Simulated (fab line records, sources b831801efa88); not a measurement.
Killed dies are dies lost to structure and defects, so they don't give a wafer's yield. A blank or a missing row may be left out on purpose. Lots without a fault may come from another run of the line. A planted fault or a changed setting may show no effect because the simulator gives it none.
Which tool did it? | flow gf180mcu | 14 lots, 42 wafers sampled, at 5 steps of a route of 602

WHAT THE GAUGES READ, wafer by wafer
GF_PSD_RS_MEAS_14: measures by four-point-probe.
lot  | measured     | on            | NSD_RS (ohm/sq)
L771 | day 14 00:38 | film_metro-03 | 46.12 46.16 46.14
L774 | day 15 04:13 | film_metro-03 | 46.17 46.26 46.22
L775 | day 15 09:34 | film_metro-01 | 46.16 45.98 46.03
L777 | day 16 09:49 | film_metro-02 | 46.31 46.22 46.37
L778 | day 16 15:50 | film_metro-02 | 46.19 46.04 46.03
L781 | day 17 22:28 | film_metro-02 | 46.05 46.29 46.15
L782 | day 18 03:54 | film_metro-03 | - - -
L783 | day 18 10:13 | film_metro-02 | - - -
L784 | day 18 21:22 | film_metro-03 | 46.15 46.24 46.10
L788 | day 20 11:40 | film_metro-03 | 46.20 46.29 46.20
L790 | day 21 01:40 | film_metro-01 | 46.22 46.09 46.02
L789 | day 21 03:57 | film_metro-02 | 46.26 46.05 46.26
L791 | day 21 08:16 | film_metro-03 | 46.13 46.10 46.23
L794 | day 22 09:00 | film_metro-02 | 46.22 46.21 46.18

GF_V1_OVL_MEAS_15.
lot  | measured     | on         | V1_OVL (nm)
L771 | day 17 20:15 | overlay-02 | -3 -2 4
L774 | day 19 04:29 | overlay-01 | 2 14 5
L775 | day 19 09:59 | overlay-01 | -4 -7 -9
L777 | day 20 14:11 | overlay-01 | -8 10 -1
L778 | day 20 19:35 | overlay-02 | -9 1 0
L781 | day 22 03:50 | overlay-02 | -11 -9 -13
L784 | day 23 00:59 | overlay-02 | -6 2 2
L788 | day 24 12:59 | overlay-01 | 5 1 3
L790 | day 25 02:04 | overlay-02 | -3 0 -3
L789 | day 25 03:11 | overlay-02 | -5 4 2
L791 | day 25 06:56 | overlay-02 | -4 2 -2
L794 | day 26 06:02 | overlay-02 | 6 4 13

GF_V2_THK_MEAS_01.
lot  | measured     | on            | V2_CVD_00_THK (nm)
L771 | day 18 23:08 | film_metro-03 | 592 605 599
L774 | day 20 06:37 | film_metro-01 | 598 603 600
L775 | day 20 12:56 | film_metro-04 | 592 601 601
L777 | day 21 16:44 | film_metro-01 | 590 595 599
L778 | day 21 22:16 | film_metro-03 | 603 596 599
L781 | day 23 05:14 | film_metro-03 | 597 594 586
L784 | day 24 02:06 | film_metro-01 | 600 597 603
L788 | day 25 13:07 | film_metro-04 | 582 589 598
L790 | day 26 01:40 | film_metro-01 | 602 603 603
L789 | day 26 02:09 | film_metro-01 | 601 600 604
L791 | day 26 06:49 | film_metro-04 | 587 588 590
L794 | day 27 05:39 | film_metro-03 | 600 596 601

WHICH TOOL RAN EACH LOT (tool, then ch and the chambers of the sampled wafers, then the start)
lot  | GF_PSD_RTA_13                    | GF_M2_SPUTTER_00
L771 | rtp_anneal-02 ch 0, day 14 00:32 | pvd_sputter-02, day 17 21:53
L774 | rtp_anneal-01 ch 0, day 15 04:08 | pvd_sputter-03, day 19 05:52
L775 | rtp_anneal-02 ch 0, day 15 09:29 | pvd_sputter-02, day 19 11:30
L777 | rtp_anneal-01 ch 0, day 16 09:43 | pvd_sputter-04, day 20 15:35
L778 | rtp_anneal-02 ch 0, day 16 15:44 | pvd_sputter-03, day 20 21:04
L781 | rtp_anneal-02 ch 0, day 17 22:23 | pvd_sputter-04, day 22 05:14
L782 | rtp_anneal-01, day 18 03:49      | -
L783 | rtp_anneal-02, day 18 10:08      | -
L784 | rtp_anneal-02 ch 0, day 18 21:17 | pvd_sputter-04, day 23 02:32
L788 | rtp_anneal-02 ch 0, day 20 11:34 | pvd_sputter-02, day 24 14:22
L790 | rtp_anneal-01 ch 0, day 21 01:34 | pvd_sputter-03, day 25 03:31
L789 | rtp_anneal-02 ch 0, day 21 03:51 | pvd_sputter-04, day 25 04:35
L791 | rtp_anneal-01 ch 0, day 21 08:11 | pvd_sputter-03, day 25 08:21
L794 | rtp_anneal-01 ch 0, day 22 08:55 | pvd_sputter-03, day 26 07:32
- GF_PSD_RTA_13: time 20 s.
- GF_M2_SPUTTER_00: material Ti, target thk 37.5 nm, time 150 s.

WHAT THE TOOLS THEMSELVES READ (means of the sampled wafers that have a number; where no wafer has one, the mark that the record gives instead)
GF_PSD_RTA_13.
lot  | tool          | anneal_temp_c_max | chamber_o2_ppm | lamp_power_pct (%) | wafer_temp_C_max
L771 | rtp_anneal-02 | 1031.1            | 1.994          | 29                 | 1031.5
L774 | rtp_anneal-01 | 1029.4            | 1.952          | 40                 | 1029.0
L775 | rtp_anneal-02 | 1031.9            | 1.977          | 29                 | 1031.7
L777 | rtp_anneal-01 | 1027.9            | 1.975          | 40                 | 1028.4
L778 | rtp_anneal-02 | 1031.4            | 1.980          | 29                 | 1030.9
L781 | rtp_anneal-02 | 1032.2            | 2.021          | 29                 | 1030.9
L782 | rtp_anneal-01 | -                 | -              | -                  | -
L783 | rtp_anneal-02 | -                 | -              | -                  | -
L784 | rtp_anneal-02 | 1032.4            | 1.987          | 29                 | 1031.1
L788 | rtp_anneal-02 | 1031.5            | 2.026          | 29                 | 1030.1
L790 | rtp_anneal-01 | 1029.9            | 1.996          | 40                 | 1029.0
L789 | rtp_anneal-02 | 1033.0            | 1.990          | 29                 | 1030.2
L791 | rtp_anneal-01 | 1028.7            | 2.012          | 40                 | 1029.1
L794 | rtp_anneal-01 | 1029.7            | 1.977          | 40                 | 1028.1

GF_M2_SPUTTER_00.
lot  | tool           | throttle_valve_pct (%)
L771 | pvd_sputter-02 | 29.6
L774 | pvd_sputter-03 | 30.3
L775 | pvd_sputter-02 | 30.4
L777 | pvd_sputter-04 | 29.8
L778 | pvd_sputter-03 | 31.2
L781 | pvd_sputter-04 | 30.7
L784 | pvd_sputter-04 | 28.7
L788 | pvd_sputter-02 | 29.8
L790 | pvd_sputter-03 | 30.9
L789 | pvd_sputter-04 | 29.6
L791 | pvd_sputter-03 | 31.6
L794 | pvd_sputter-03 | 30.6

THE ANSWER, worked out from the rows above alone
Rule: what is usual is taken from the lots themselves. Put in order of their means at a reading, lots are off if they are a third of the lots or fewer, leave a main group of 4 or more, and stand apart from it by a gap of 3 or more times the standard deviation of the main group's means; of several such gaps the widest counts. A main group whose means are all the same, to the digits that the tables above print for the reading, isn't used. A lot without any number at a reading at which 4 lots or more have one is off too. The other lots that the step has rows for count as sound. The gauges are gone through in route order, then the tools' own readings, and for those a lot's mean is taken as printed above. The first step at which some lot is off is used, and at that step the reading that is off furthest; a lot without a number counts as furthest.
Off: L782, L783, at GF_PSD_RS_MEAS_14 (NSD_RS). Without a number there: L782, L783. The main group: mean 46.17 ohm/sq, standard deviation 0.064.
A tool fits if, at a process step before that reading, it ran every lot that is off, and no sound lot after the first of them. The gauges at GF_PSD_RS_MEAS_14 aren't tried: what is off there is off at GF_PSD_RTA_13 too, on other tools, and a gauge's error can't cause that. None of those tried fits.

WHAT THE SIMULATOR HAD PUT IN
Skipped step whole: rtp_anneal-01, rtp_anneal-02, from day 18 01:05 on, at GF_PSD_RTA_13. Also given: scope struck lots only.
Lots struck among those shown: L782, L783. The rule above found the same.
